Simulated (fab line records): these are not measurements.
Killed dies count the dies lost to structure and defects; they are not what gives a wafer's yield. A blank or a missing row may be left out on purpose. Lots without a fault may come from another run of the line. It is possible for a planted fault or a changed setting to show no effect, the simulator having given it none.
One fault through the eyes of 2 desks	flow gf180mcu	each desk has only its own numbers; what lay behind them comes last

THE METROLOGY DESK
Means of the sampled wafers that have a number, per lot and without regard to the tool the lot ran on: this is what the gauges read. Any lot whose mean is over 4 standard deviations away from the usual mean is out of limits and marked OUT; that distance is given in the brackets.
Columns: A = DNWELL_TW at GF_DNWELL_TW_MEAS_09, usual 1348; B = V2_OVL at GF_V2_OVL_MEAS_15, usual 0 nm
lot	first seen here	A	B
L957	day 2 18:44	1346	7
L958	day 3 00:00	1376	-8
L959	day 3 06:22	1358	-2
L961	day 3 15:48	1357	-2
L963	day 4 02:42	1379	2
L964	day 4 07:07	1366	-4
L965	day 4 12:34	1321	-1
L966	day 4 17:11	1343	3
L967	day 5 01:04	1369	0
L968	day 5 05:20	1343	1
L969	day 5 12:23	1335	-1
L978	day 7 09:55	1204 (-7.6) OUT	-4
L979	day 7 15:02	1216 (-6.9) OUT	3
This desk finds L978, L979 out of limits, with the earliest case on L978 at day 7 09:55 (DNWELL_TW at GF_DNWELL_TW_MEAS_09). In limits: L957, L958, L959, L961, L963, L964, L965, L966, L967, L968, L969.

AT THE TOOL OWNER'S DESK: implanter-04
The tool's own readings at GF_DNWELL_IMPLANT_07, given as means over the sampled wafers that have a number, one for each lot that went through this tool. Any lot whose mean is over 4 standard deviations away from the usual mean is out of limits and marked OUT; that distance is given in the brackets.
Columns: A = dose ions cm2 at GF_DNWELL_IMPLANT_07, usual 1e+13; B = faraday current uA at GF_DNWELL_IMPLANT_07, usual 56.4
lot	first seen here	A	B
L957	day 2 18:31	1e+13	55.9
L959	day 3 06:07	1e+13	55.0
L961	day 3 15:35	1e+13	56.6
L964	day 4 06:53	1e+13	55.4
L967	day 5 00:50	1e+13	56.9
L968	day 5 05:05	1e+13	56.4
L978	day 7 09:40	7e+12 (-99 or more) OUT	40.9 (-13) OUT
L979	day 7 14:47	7e+12 (-99 or more) OUT	40.8 (-13) OUT
This desk's verdict: out of limits on L978, L979, starting with L978 at day 7 09:40 (dose ions cm2 at GF_DNWELL_IMPLANT_07). In limits: L957, L959, L961, L964, L967, L968.

TAKEN TOGETHER
The tool owner's desk had the chance to raise an alarm at day 7 09:40 on L978, L979.
On L978, L979, the metrology desk was in a position to raise an alarm at day 7 09:55.
GF_DNWELL_IMPLANT_07 was run on implanter-04 by each of the lots named.

WHAT THE SIMULATOR HAD PUT IN
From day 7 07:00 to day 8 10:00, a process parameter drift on implanter-04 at GF_DNWELL_IMPLANT_07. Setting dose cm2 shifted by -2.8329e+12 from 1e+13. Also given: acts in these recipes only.
Struck lots among those shown: L978, L979.
Counting hours from when the fault started, the first reading out of limits came at 3 for the tool owner's desk and at 3 for the metrology desk.
